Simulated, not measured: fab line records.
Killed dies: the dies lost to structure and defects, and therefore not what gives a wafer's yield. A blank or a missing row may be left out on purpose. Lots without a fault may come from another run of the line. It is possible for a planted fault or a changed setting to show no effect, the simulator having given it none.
The same fault as seen by 2 desks / flow gf180mcu / each desk holds nothing but its own numbers, with what lay behind them at the end

TOOL OWNER'S DESK, cmp-01
The tool's own readings at GF_V1_CMP_26 (polishes, stops on SiO2, t overpolish 15 s, target thk 0 nm): means of the sampled wafers that have a number, for each lot that ran on this tool. A lot is out of limits, marked OUT, if its mean lies more than 4 standard deviations from the usual mean; the brackets give that distance.
Columns: A = motor current A at GF_V1_CMP_26, usual 11.4 A; B = overpolish run s at GF_V1_CMP_26, usual 14.999 s; C = time to endpoint s at GF_V1_CMP_26, usual 84 s
lot=L380; first seen here=day 18 02:24; A=11.7; B=15.003; C=80
lot=L381; first seen here=day 18 14:33; A=10.8; B=14.997; C=86
lot=L382; first seen here=day 18 21:48; A=10.8; B=15.003; C=88
lot=L384; first seen here=day 20 05:09; A=11.9; B=14.998; C=85
lot=L385; first seen here=day 20 11:51; A=12.2; B=14.996; C=85
lot=L387; first seen here=day 21 06:46; A=11.8; B=14.999; C=85
lot=L390; first seen here=day 22 00:32; A=12.1; B=10.009 (-99 or more) OUT; C=100 (+4.2) OUT
lot=L392; first seen here=day 22 20:13; A=11.2; B=5.028 (-99 or more) OUT; C=117 (+8.7) OUT
This desk's verdict: out of limits on L390, L392, starting with L390 at day 22 00:32 (overpolish run s at GF_V1_CMP_26). L380, L381, L382, L384, L385, L387 stayed within limits.

AT THE METROLOGY DESK
Lot by lot, what the gauges showed, no matter which tool ran the lot: averages of those sampled wafers that carry a number. A lot is out of limits, marked OUT, if its mean lies more than 4 standard deviations from the usual mean; the brackets give that distance.
Columns: A = V1_W_THK at GF_V1_THK_MEAS_25, usual 351 nm; B = M2_ALCU_THK at GF_M2_THK_MEAS_06, usual 450 nm
lot=L380; first seen here=day 18 02:22; A=352; B=456
lot=L381; first seen here=day 18 14:25; A=353; B=456
lot=L382; first seen here=day 18 21:44; A=357; B=448
lot=L383; first seen here=day 19 07:31; A=355; B=449
lot=L384; first seen here=day 20 05:06; A=354; B=447
lot=L385; first seen here=day 20 11:46; A=349; B=445
lot=L386; first seen here=day 21 00:10; A=354; B=454
lot=L387; first seen here=day 21 06:40; A=350; B=451
lot=L390; first seen here=day 22 00:28; A=350; B=458
lot=L391; first seen here=day 22 14:26; A=351; B=449
lot=L392; first seen here=day 22 20:10; A=350; B=452
lot=L401; first seen here=day 25 14:23; A=343; B=452
lot=L402; first seen here=day 25 19:22; A=345; B=450
lot=L403; first seen here=day 26 03:11; A=347; B=446
Finding of this desk: none of the 14 lots has anything out of limits.

TAKEN TOGETHER
On L390, L392, at day 22 00:32, an alarm was possible from the tool owner's desk.
Nothing out of limits was seen by the metrology desk.
The metrology desk has L390, L392 on record, within its limits.
Of the lots named, all ran GF_V1_CMP_26 on cmp-01.

WHAT THE SIMULATOR HAD INSERTED
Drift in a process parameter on cmp-01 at GF_V1_CMP_26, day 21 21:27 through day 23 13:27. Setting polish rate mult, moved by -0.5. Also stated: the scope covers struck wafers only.
Struck lots among those shown: L390, L392.
Delay in hours, fault start to first out-of-limits reading, by desk: the tool owner's desk at 3.
